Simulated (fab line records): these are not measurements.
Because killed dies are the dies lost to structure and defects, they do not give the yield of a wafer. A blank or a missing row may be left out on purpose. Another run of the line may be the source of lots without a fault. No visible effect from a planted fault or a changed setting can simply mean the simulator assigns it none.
What tool caused it? | flow gf180mcu | Sampling: 14 lots, 42 wafers, 5 of 602 route steps

## WHAT THE GAUGES READ, wafer by wafer
GF_VT_IMPLANT_OVL_MEAS_18. Usual: VT_IMPLANT_01_OVL gives 0.2 nm (standard deviation 1.3).
lot  | measured     | on         | VT_IMPLANT_01_OVL (nm) | flag
L403 | day 6 12:21  | overlay-02 | 3.5 -0.1 2.2           |
L404 | day 6 17:21  | overlay-02 | 1.4 1.3 1.4            |
L406 | day 7 06:43  | overlay-02 | -0.1 0.4 -2.2          |
L407 | day 7 12:58  | overlay-01 | -0.9 -1.7 -1.4         |
L409 | day 8 03:19  | overlay-02 | -0.6 -0.4 -0.7         |
L410 | day 8 07:33  | overlay-02 | -0.8 0.5 0.8           |
L411 | day 8 14:10  | overlay-02 | 0.3 1.7 2.1            |
L412 | day 8 22:09  | overlay-01 | 0.0 0.7 2.0            |
L415 | day 9 16:52  | overlay-02 | -0.5 -0.4 -1.2         |
L416 | day 9 22:21  | overlay-01 | 0.6 0.4 1.9            |
L418 | day 10 10:13 | overlay-02 | -0.5 -2.5 0.2          |
L421 | day 11 06:40 | overlay-01 | -0.7 -0.2 -1.0         |
L423 | day 11 18:45 | overlay-02 | 0.8 1.2 0.6            |
L425 | day 12 09:36 | overlay-01 | 0.1 1.2 -0.5           |

GF_PSD_RS_MEAS_14: the measuring method here is four-point-probe. Usual: NSD_RS gives 46.11 ohm/sq (standard deviation 0.11).
lot  | measured     | on            | NSD_RS (ohm/sq)   | flag
L403 | day 14 15:39 | film-metro-04 | 46.27 46.13 46.17 |
L404 | day 14 20:27 | film-metro-03 | 46.29 46.32 46.27 |
L406 | day 15 16:42 | film-metro-03 | 46.07 46.23 46.17 |
L407 | day 16 02:47 | film-metro-04 | 46.14 46.15 46.09 |
L409 | day 16 18:31 | film-metro-02 | 46.15 46.15 46.17 |
L410 | day 17 01:36 | film-metro-02 | 46.15 46.13 46.09 |
L411 | day 17 08:34 | film-metro-04 | 46.08 46.11 46.09 |
L412 | day 17 22:14 | film-metro-04 | 46.09 46.24 46.14 |
L415 | day 18 20:13 | film-metro-04 | 46.09 46.16 46.14 |
L416 | day 19 03:39 | film-metro-03 | 46.24 46.28 46.14 |
L418 | day 19 22:55 | film-metro-02 | 45.84 45.98 46.03 |
L421 | day 20 21:55 | film-metro-04 | 46.12 46.04 46.26 |
L423 | day 21 18:53 | film-metro-03 | 46.26 46.17 46.25 |
L425 | day 22 08:18 | film-metro-03 | 46.12 46.25 46.17 |

## WHAT TOOL EACH LOT RAN ON (gives the tool, then ch and the chambers of the sampled wafers, and finally the start)
lot  | GF_HV_LDD_COAT_41                 | GF_HV_LDD_STRIP_49                   | GF_PSD_RTA_13
L403 | litho-track-01 ch 0, day 12 09:00 | plasma-asher-04 ch 0,1, day 12 18:49 | rtp-anneal-02 ch 0, day 14 15:34
L404 | litho-track-02 ch 0, day 12 12:52 | plasma-asher-03 ch 0,1, day 12 23:19 | rtp-anneal-02 ch 0, day 14 20:22
L406 | litho-track-02 ch 0, day 13 06:40 | plasma-asher-03 ch 1, day 13 17:37   | rtp-anneal-01 ch 0, day 15 16:37
L407 | litho-track-02 ch 0, day 13 16:59 | plasma-asher-03 ch 0,1, day 14 04:09 | rtp-anneal-01 ch 0, day 16 02:42
L409 | litho-track-04 ch 0, day 14 07:46 | plasma-asher-03 ch 0,1, day 14 19:03 | rtp-anneal-02 ch 0, day 16 18:26
L410 | litho-track-04 ch 0, day 14 14:50 | plasma-asher-03 ch 0,1, day 15 01:52 | rtp-anneal-01 ch 0, day 17 01:31
L411 | litho-track-01 ch 0, day 14 20:44 | plasma-asher-03 ch 0,1, day 15 07:40 | rtp-anneal-02 ch 0, day 17 08:28
L412 | litho-track-01 ch 0, day 15 07:39 | plasma-asher-01 ch 0,1, day 15 19:07 | rtp-anneal-02 ch 0, day 17 22:10
L415 | litho-track-04 ch 0, day 16 05:10 | plasma-asher-03 ch 0,1, day 16 17:24 | rtp-anneal-01 ch 0, day 18 20:08
L416 | litho-track-02 ch 0, day 16 12:04 | plasma-asher-04 ch 0,1, day 16 23:46 | rtp-anneal-01 ch 0, day 19 03:34
L418 | litho-track-01 ch 0, day 17 06:31 | plasma-asher-01 ch 0,1, day 17 18:57 | rtp-anneal-01 ch 0, day 19 22:50
L421 | litho-track-02 ch 0, day 18 05:08 | plasma-asher-01 ch 1, day 18 17:34   | rtp-anneal-01 ch 0, day 20 21:50
L423 | litho-track-04 ch 0, day 19 03:08 | plasma-asher-03 ch 0,1, day 19 15:27 | rtp-anneal-01 ch 0, day 21 18:49
L425 | litho-track-01 ch 0, day 19 16:21 | plasma-asher-01 ch 0,1, day 20 04:30 | rtp-anneal-02 ch 0, day 22 08:13
- GF_HV_LDD_COAT_41: resist thk 1000 nm.
- GF_HV_LDD_STRIP_49: strips in O2/N2.
- GF_PSD_RTA_13: time 20 s.

## WHAT THE TOOLS THEMSELVES READ (means of the sampled wafers that have a number; where no wafer has one, the mark that the record gives instead)
GF_HV_LDD_STRIP_49. Usual: drypump-motor-current-A 5.64 A, standard deviation 0.25; heater-power-w 322 W, standard deviation 23; oes-product-au 0.716 a.u., standard deviation 0.0047; strip-time-to-endpoint-s 12.627 s, standard deviation 0.03.
lot  | tool            | drypump-motor-current-A (A) | heater-power-w (W) | oes-product-au (a.u.) | strip-time-to-endpoint-s (s) | flag
L403 | plasma-asher-04 | 5.87                        | 350                | 0.708                 | 12.640                       |
L404 | plasma-asher-03 | 5.61                        | 292                | 0.714                 | 12.636                       |
L406 | plasma-asher-03 | 5.58                        | 286                | 0.716                 | 12.643                       |
L407 | plasma-asher-03 | 5.64                        | 304                | 0.718                 | 12.683                       |
L409 | plasma-asher-03 | 5.64                        | 302                | 0.718                 | 12.613                       |
L410 | plasma-asher-03 | 5.62                        | 294                | 0.719                 | 12.669                       |
L411 | plasma-asher-03 | 5.65                        | 304                | 0.714                 | 12.631                       |
L412 | plasma-asher-01 | 5.42                        | 326                | 0.715                 | 12.638                       |
L415 | plasma-asher-03 | 5.62                        | 293                | 0.714                 | 12.660                       |
L416 | plasma-asher-04 | 5.89                        | 342                | 0.714                 | 12.766                       | OFF
L418 | plasma-asher-01 | 5.49                        | 323                | 0.718                 | 12.626                       |
L421 | plasma-asher-01 | 5.56                        | 322                | 0.718                 | 12.786                       | OFF
L423 | plasma-asher-03 | 5.62                        | 300                | 0.713                 | 12.605                       |
L425 | plasma-asher-01 | 5.52                        | 325                | 0.721                 | 12.617                       |

GF_PSD_RTA_13. Usual: lamp-power-pct 35.5 %, standard deviation 0.56; wafer_temp_C_max 1029.8, standard deviation 1.
lot  | tool          | lamp-power-pct (%) | wafer_temp_C_max | flag
L403 | rtp-anneal-02 | 34.8               | 1030.0           |
L404 | rtp-anneal-02 | 34.7               | 1030.4           |
L406 | rtp-anneal-01 | 35.9               | 1030.2           |
L407 | rtp-anneal-01 | 35.9               | 1029.6           |
L409 | rtp-anneal-02 | 34.7               | 1030.0           |
L410 | rtp-anneal-01 | 35.9               | 1029.5           |
L411 | rtp-anneal-02 | 34.7               | 1030.3           |
L412 | rtp-anneal-02 | 34.7               | 1030.5           |
L415 | rtp-anneal-01 | 35.9               | 1030.1           |
L416 | rtp-anneal-01 | 35.9               | 1029.5           |
L418 | rtp-anneal-01 | 35.9               | 1028.6           |
L421 | rtp-anneal-01 | 35.9               | 1029.1           |
L423 | rtp-anneal-01 | 35.9               | 1028.9           |
L425 | rtp-anneal-02 | 34.7               | 1030.7           |

## THE ANSWER, worked out from the rows above alone
Rule: take the mean of a lot's wafers that have a number; if it is more than 3 standard deviations from the usual mean, the lot is off. A lot without any number at a reading at which 4 lots or more have one is off too. All remaining lots with rows at the step are treated as sound. First the gauges in route order, then the tools' own readings, where a lot's mean is used as printed above. At the first step where some lot is off, the reading lying furthest off is the one used; lots without a number count as furthest.
Off: L416, L421, at GF_HV_LDD_STRIP_49 (strip-time-to-endpoint-s).
If a tool, at that step or one of the process steps before it, ran each lot that is off and ran no sound lot following the first of them, it fits. One fits: litho-track-02 at GF_HV_LDD_COAT_41. Its last sound lot is L407 (day 13 16:59), its first lot that is off L416 (day 16 12:04): a fault that began between those two fits.

## WHAT THE SIMULATOR HAD PUT IN
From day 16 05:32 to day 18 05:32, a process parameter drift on litho-track-02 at GF_HV_LDD_COAT_41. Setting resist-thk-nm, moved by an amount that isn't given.
Struck lots among those shown: L416, L421. The same result came from the rule above.
